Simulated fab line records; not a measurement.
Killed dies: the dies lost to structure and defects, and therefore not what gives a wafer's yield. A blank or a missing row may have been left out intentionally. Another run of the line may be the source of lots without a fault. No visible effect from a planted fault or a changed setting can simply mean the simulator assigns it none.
Problem report in the 8D (eight disciplines) form, filled by code / flow gf180mcu / the parts of the form that need people (team, actions taken, sign-off) are left out

== 1. WHAT IS WRONG ==
V1_W_RS at GF_V1_RS_MEAS_24 reads a mean of 0.184 ohm/sq on 2 wafers of 2 lots; wafers without a fault read 0.326 ohm/sq with a standard deviation of 0.0035. That puts it -40 standard deviations away from the usual mean.
The step: measures by four-point-probe.
First seen on wafer L665.5, day 20 11:14, on filmMetro-03. The record holds 34 wafers of 12 lots with a number at this step. The rule behind "out" and "out of limits": a value lying over 4 standard deviations away from the usual mean. The other wafers with a number count as sound.

== 2. WHAT IT IS AND WHAT IT IS NOT ==
question=which readings at this step | is=V1_W_RS | is not=-
question=which lots | is=L665, L667 | is not=L659, L660, L662, L674, L675, L676, L679, L680, L681, L682
question=which wafers of those lots | is=L665.5, L667.5 | is not=L665.1, L667.1
question=read on which gauges | is=filmMetro-03, filmMetro-04 | is not=filmMetro-01
question=when | is=from day 20 11:14 | is not=up to then (10 sound wafers); but 22 sound wafers of L667, L674, L675, L676, L679, L680, L681, L682 came after

== 3. SUSPECTS, AND WHAT RULES EACH OUT ==
Counting: any tool at a process step up to the reading remains a suspect provided it ran every lot that is out. Sound lots after the first of them don't rule it out here, since some wafers of a struck lot are sound.
- the gauge at GF_V1_RS_MEAS_24 has been ruled out. 2 gauges (filmMetro-03, filmMetro-04) read the wafers that are out.
- pecvd-04 at GF_SAB_CVD_00 (deposits SiO2 from TEOS, target thk 50 nm, time 4.9302 s): kept. It ran every lot that is out, first L665 (day 16 07:56).
- cvdW-02 at GF_V1_CVD_23 (deposits W, target thk 350 nm, time 105.05 s): kept. Every lot that is out went through it, the first being L665 (day 20 11:08); the last sound lot it ran before that was L660 (day 18 19:56).
- The sound lot-mates ran in chamber 1 of pecvd-04 at GF_SAB_CVD_00, but the wafers that are out ran in chamber 0.
After counting, pecvd-04 at GF_SAB_CVD_00 and cvdW-02 at GF_V1_CVD_23 remain.

== 4. THE CAUSE (what the simulator had put in) ==
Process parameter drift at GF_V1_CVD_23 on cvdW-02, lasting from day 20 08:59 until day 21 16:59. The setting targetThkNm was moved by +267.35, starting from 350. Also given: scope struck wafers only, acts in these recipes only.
2 suspects survive the count, and this tool is in that group.

== 5. SEQUENCE OF EFFECTS, ordered by route ==
Each row: a reading where the mean over the struck wafers with a number is more than 3 standard deviations away from the usual. Only readings for which the record gives a usual standard deviation are gone through. hours: the time from each lot's start at the first step in this table that gives one to its start at this step, as a median over the lots. sigmas: the change in usual standard deviations.
hours=0; step=GF_V1_RS_MEAS_24; reading=V1_W_RS; usual=0.326 ohm/sq; on struck wafers=0.184; change=-0.142; sigmas=-40
hours=0; step=GF_V1_CMP_26; reading=timeToEndpointS; usual=86 s; on struck wafers=152; change=+66; sigmas=+18
Here are the process steps it includes:
- GF_V1_CMP_26: polishes, stops on SiO2, t overpolish 15 s, target thk 0 nm.
Readings that are blank on the struck wafers while sound wafers have them: V1_W_THK at GF_V1_THK_MEAS_25.

== 6. WHAT WOULD HAVE CAUGHT IT SOONER ==
2 hours passed between the start of the fault at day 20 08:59 and the first reading out of limits at a measuring or inspecting step in this record, taken at day 20 11:14.
No tool reading at GF_V1_CVD_23 that has a usual standard deviation in the record was out on any struck wafer, so an alarm limit of 4 standard deviations on those readings would not have fired.
Among the 2 lots that are out, L667 began GF_V1_CVD_23 on cvdW-02 after day 20 11:14. A hold on the tool at that time would have spared it.
